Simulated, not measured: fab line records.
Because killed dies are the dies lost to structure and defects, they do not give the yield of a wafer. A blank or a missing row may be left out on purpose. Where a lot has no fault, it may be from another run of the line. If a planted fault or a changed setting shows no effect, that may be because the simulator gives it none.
fab line records    flow gf180mcu
record: lots: 14  wafers: 42  last_day: 34
route steps=602 shown SALICIDE@280 CONTACT@289
lots that met no fault: from a run of the same line without faults
start_h: hours from the record's first day to the start of the lot's first wafer shown    wait_h: hours elapsed since this lot's preceding step    " identical to the entry in the row above    L1.1+2: one row covering several wafers at once    - no value, or no start given    * or withheld: withheld    < > ~ a bound
route shown NAME@n: NAME is a module with steps in the file, n the number in the route of the first one    usual: average and standard deviation across the fault-free wafers    same: alike in all rows    chamber/n: place in a boat    sites: each site's reading    _std_site: their standard deviation    _edge_site: mean of outer sites minus mean of inner sites    radius_mm: how far each site lies from the wafer's centre    mask NAME#n: copy n    behind: the last tool/chamber to shape the wafer    hold: what put the lot on hold/how long, in hours/how the hold closed    device: names the non-switching transistor (n, p or np)    end of line: tests run on the same wafers once the route is complete    a step given without rows: its recipe and nothing more    killed: dies that structure and defects cost at the first sort, which is not the same as the wafer's yield    map: dies across one wafer; x = killed, . = not, _ = none there
set.NAME: the setting as run; set.NAME@STEP: as run at that earlier step    model.NAME: the simulator's own value behind a step, which no gauge read
route steps across a sampled set of lots; one table per step, one row per wafer
services: the hour from which a tool's chamber was out of use, counted from the record's first day as start_h (under 0 if before that day), plus the number of hours and why
== steps ==
step: GF_SALICIDE_SPUTTER_02
recipe: material: Co  target_thk_nm: 10  power_w: 1000  time_s: 20  chamber_pressure_pa: 0.4
usual: throttle_valve_pct: 29.8/1
lot.wafer  tool            chamber  start_h  wait_h  throttle_valve_pct
L393.1     pvd_sputter-03  -        359.27   0.0     29.7
L393.3     "               -        "        "       27.9
L393.4     "               -        "        "       31.8
L394.2     pvd_sputter-01  -        363.61   0.0     29.3
L394.4     "               -        "        "       31.4
L394.6     "               -        "        "       29.1
L397.1     pvd_sputter-04  -        389.91   0.0     30.0
L397.2     "               -        "        "       29.5
L397.3     "               -        "        "       29.6
L398.1     pvd_sputter-03  -        413.66   0.0     31.7
L398.3     "               -        "        "       29.7
L398.4     "               -        "        "       27.8
L399.1     pvd_sputter-01  -        416.31   0.0     29.8
L399.4     "               -        "        "       29.1
L399.6     "               -        "        "       31.2
L400.1     pvd_sputter-04  -        422.84   0.0     29.7
L400.2     "               -        "        "       29.5
L400.6     "               -        "        "       29.3
L401.2     pvd_sputter-04  -        436.16   0.0     29.7
L401.4     "               -        "        "       29.5
L401.6     "               -        "        "       29.1
L404.3     pvd_sputter-03  -        459.41   0.0     27.3
L404.5     "               -        "        "       29.5
L404.6     "               -        "        "       29.7
L406.2     pvd_sputter-04  -        481.01   0.0     30.1
L406.3     "               -        "        "       29.5
L406.6     "               -        "        "       29.6
L408.2     pvd_sputter-03  -        488.46   0.0     27.8
L408.3     "               -        "        "       31.7
L408.5     "               -        "        "       29.8
L409.2     pvd_sputter-01  -        494.87   0.0     31.3
L409.5     "               -        "        "       31.2
L409.6     "               -        "        "       29.2
L410.2     pvd_sputter-01  -        501.96   0.0     31.5
L410.3     "               -        "        "       30.0
L410.4     "               -        "        "       29.4
L412.1     pvd_sputter-03  -        519.55   0.0     29.5
L412.2     "               -        "        "       30.0
L412.5     "               -        "        "       30.3
L413.2     pvd_sputter-03  -        525.77   0.0     29.9
L413.3     "               -        "        "       31.6
L413.4     "               -        "        "       27.8
step: GF_CONTACT_CVD_02
recipe: material: SiO2  target_thk_nm: 860  precursor: TEOS  temp_c: 400  time_s: 95.992  rf_w: 600
usual: heater_power_w: 725/120
lot.wafer  tool      chamber  start_h  wait_h  heater_power_w
L393.1     pecvd-03  2        359.91   0.1     678
L393.3     "         1        "        "       810
L393.4     "         0        "        "       728
L394.2     pecvd-01  2        364.25   0.0     654
L394.4     "         2        "        "       657
L394.6     "         0        "        "       1027
L397.1     pecvd-01  2        390.54   0.1     636
L397.2     "         0        "        "       1026
L397.3     "         1        "        "       587
L398.1     pecvd-03  0        414.29   0.1     690
L398.3     "         1        "        "       807
L398.4     "         1        "        "       674
L399.1     pecvd-03  2        416.94   0.1     745
L399.4     "         0        "        "       701
L399.6     "         2        "        "       776
L400.1     pecvd-04  1        423.66   0.1     604
L400.2     "         2        "        "       788
L400.6     "         2        "        "       846
L401.2     pecvd-03  0        436.79   0.0     773
L401.4     "         0        "        "       602
L401.6     "         2        "        "       719
L404.3     pecvd-01  0        460.14   0.0     1041
L404.5     "         1        "        "       667
L404.6     "         0        "        "       843
L406.2     pecvd-01  2        481.64   0.0     588
L406.3     "         1        "        "       674
L406.6     "         0        "        "       952
L408.2     pecvd-03  0        489.09   0.0     759
L408.3     "         1        "        "       829
L408.5     "         0        "        "       599
L409.2     pecvd-04  1        495.51   0.0     658
L409.5     "         0        "        "       689
L409.6     "         1        "        "       548
L410.2     pecvd-01  2        502.59   0.0     553
L410.3     "         1        "        "       684
L410.4     "         2        "        "       633
L412.1     pecvd-01  0        520.20   0.1     889
L412.2     "         2        "        "       679
L412.5     "         1        "        "       541
L413.2     pecvd-04  2        526.40   0.0     878
L413.3     "         0        "        "       601
L413.4     "         2        "        "       907
step: GF_CONTACT_BOW_MEAS_05
recipe: mode: bow
usual: CONTACT_BOW: 64/6.7
lot.wafer  tool           chamber  start_h  wait_h  CONTACT_BOW[um]
L393.1     film_metro-02  -        360.34   0.1     61
L393.3     "              -        "        "       56
L393.4     "              -        "        "       52
L394.2     film_metro-02  -        364.70   0.2     66
L394.4     "              -        "        "       53
L394.6     "              -        "        "       56
L397.1     film_metro-01  -        390.98   0.1     67
L397.2     "              -        "        "       64
L397.3     "              -        "        "       55
L398.1     film_metro-02  -        414.72   0.1     65
L398.3     "              -        "        "       61
L398.4     "              -        "        "       59
L399.1     film_metro-01  -        417.37   0.2     62
L399.4     "              -        "        "       72
L399.6     "              -        "        "       64
L400.1     film_metro-01  -        424.09   0.1     85
L400.2     "              -        "        "       70
L400.6     "              -        "        "       58
L401.2     film_metro-03  -        437.24   0.2     69
L401.4     "              -        "        "       60
L401.6     "              -        "        "       65
L404.3     film_metro-02  -        460.61   0.2     74
L404.5     "              -        "        "       68
L404.6     "              -        "        "       66
L406.2     film_metro-02  -        482.09   0.1     66
L406.3     "              -        "        "       83
L406.6     "              -        "        "       55
L408.2     film_metro-03  -        489.54   0.1     64
L408.3     "              -        "        "       67
L408.5     "              -        "        "       71
L409.2     film_metro-03  -        495.97   0.1     59
L409.5     "              -        "        "       62
L409.6     "              -        "        "       52
L410.2     film_metro-03  -        503.04   0.2     65
L410.3     "              -        "        "       70
L410.4     "              -        "        "       63
L412.1     film_metro-03  -        520.63   0.1     67
L412.2     "              -        "        "       66
L412.5     "              -        "        "       69
L413.2     film_metro-03  -        526.85   0.2     56
L413.3     "              -        "        "       74
L413.4     "              -        "        "       57
step: GF_CONTACT_EXPOSE_11
recipe: mask_id: Contact  target_cd_nm: 220  na: 0.68  source_shape: conventional  sigma_outer: 0.6  dose_mj: 38
lot.wafer   tool            chamber  start_h  wait_h  mask
L393.1+3+4  krf_scanner-01  0        371.74   -       Contact#0
L394.2+4+6  krf_scanner-01  0        375.83   -       Contact#0
L397.1+2+3  krf_scanner-01  0        403.29   -       Contact#0
L398.1+3+4  krf_scanner-01  0        426.46   -       Contact#0
L399.1+4+6  krf_scanner-01  0        429.61   -       Contact#0
L400.1+2+6  krf_scanner-01  0        436.61   -       Contact#0
L401.2+4+6  krf_scanner-02  0        450.01   -       Contact#0
L404.3+5+6  krf_scanner-02  0        472.35   -       Contact#0
L406.2+3+6  krf_scanner-02  0        494.68   -       Contact#0
L408.2+3+5  krf_scanner-02  0        501.18   -       Contact#0
L409.2+5+6  krf_scanner-02  0        507.58   -       Contact#0
L410.2+3+4  krf_scanner-02  0        515.43   -       Contact#0
L412.1+2+5  krf_scanner-02  0        532.21   -       Contact#0
L413.2+3+4  krf_scanner-02  0        538.78   -       Contact#0
step: GF_CONTACT_OVL_MEAS_15
usual: CONTACT_OVL: 2/6
lot.wafer  tool        chamber  start_h  wait_h  CONTACT_OVL[nm]
L393.1     overlay-01  -        383.09   0.1     2
L393.3     "           -        "        "       5
L393.4     "           -        "        "       -7
L394.2     overlay-01  -        387.28   0.1     -3
L394.4     "           -        "        "       6
L394.6     "           -        "        "       0
L397.1     overlay-01  -        414.63   0.1     9
L397.2     "           -        "        "       -2
L397.3     "           -        "        "       1
L398.1     overlay-01  -        439.48   0.1     -1
L398.3     "           -        "        "       -4
L398.4     "           -        "        "       -5
L399.1     overlay-01  -        441.68   0.1     35
L399.4     "           -        "        "       28
L399.6     "           -        "        "       40
L400.1     overlay-01  -        448.78   0.1     42
L400.2     "           -        "        "       37
L400.6     "           -        "        "       48
L401.2     overlay-01  -        462.14   0.1     -3
L401.4     "           -        "        "       1
L401.6     "           -        "        "       -1
L404.3     overlay-01  -        484.94   0.1     -6
L404.5     "           -        "        "       -10
L404.6     "           -        "        "       5
L406.2     overlay-01  -        506.14   0.1     10
L406.3     "           -        "        "       7
L406.6     "           -        "        "       12
L408.2     overlay-01  -        513.39   0.1     -8
L408.3     "           -        "        "       5
L408.5     "           -        "        "       1
L409.2     overlay-02  -        519.44   0.1     0
L409.5     "           -        "        "       1
L409.6     "           -        "        "       12
L410.2     overlay-01  -        526.39   0.1     -1
L410.3     "           -        "        "       5
L410.4     "           -        "        "       0
L412.1     overlay-02  -        543.55   0.1     -7
L412.2     "           -        "        "       -1
L412.5     "           -        "        "       -1
L413.2     overlay-01  -        550.23   0.1     -5
L413.3     "           -        "        "       16
L413.4     "           -        "        "       -3
== services ==
tool            chamber  start_h  hours  kind
krf_scanner-01  -        343.90   0.8    pm
pecvd-04        -        360.24   14.8   repair
pecvd-03        -        368.88   14.0   pm
pecvd-01        -        379.10   6.0    pm
pecvd-03        -        391.18   2.3    repair
pecvd-04        0        392.72   22.3   repair
pecvd-03        -        397.33   2.8    pm
krf_scanner-02  -        404.42   0.8    pm
krf_scanner-02  -        410.79   0.4    repair
krf_scanner-01  -        413.73   1.0    repair
pecvd-04        -        417.89   0.6    repair
krf_scanner-02  -        419.27   4.0    pm
krf_scanner-01  -        419.86   0.6    repair
pvd_sputter-04  -        431.04   2.3    repair
pvd_sputter-03  -        441.83   1.1    repair
krf_scanner-02  -        443.08   0.2    repair
pvd_sputter-03  -        449.55   2.8    repair
pecvd-01        -        461.57   0.9    repair
pecvd-03        -        461.64   5.5    pm
krf_scanner-01  -        467.38   72.0   pm
pecvd-03        0        471.28   9.8    repair
krf_scanner-02  -        505.62   1.0    pm
krf_scanner-02  -        509.51   0.1    repair
pecvd-03        0        510.63   5.6    repair
== key ==
first_sign: step: GF_CONTACT_OVL_MEAS_15  reading: CONTACT_OVL  direction: up  sigmas: 6.2  usual: 2  struck: 38
effect none on later readings
met_at GF_CONTACT_EXPOSE_11
struck_lots L399,L400
tester_left_out L399,L400
not_acting_at GF_SALICIDE_SPUTTER_02,GF_CONTACT_CVD_02,GF_CONTACT_BOW_MEAS_05
onset_between 426.46 429.61
fault: kind: scanner_matching_overlay  tool: krf_scanner-01  chamber: -  onset_h: 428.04  steps: GF_CONTACT_EXPOSE_11  offset: 40.583
tester_left_out: of these lots the tester's yield and bins aren't shown, on N5 and GAA mostly nor the transistor test; their killed dies are dies lost to structure and defects alone, not to doping, threshold or leakage, so they don't give the yield
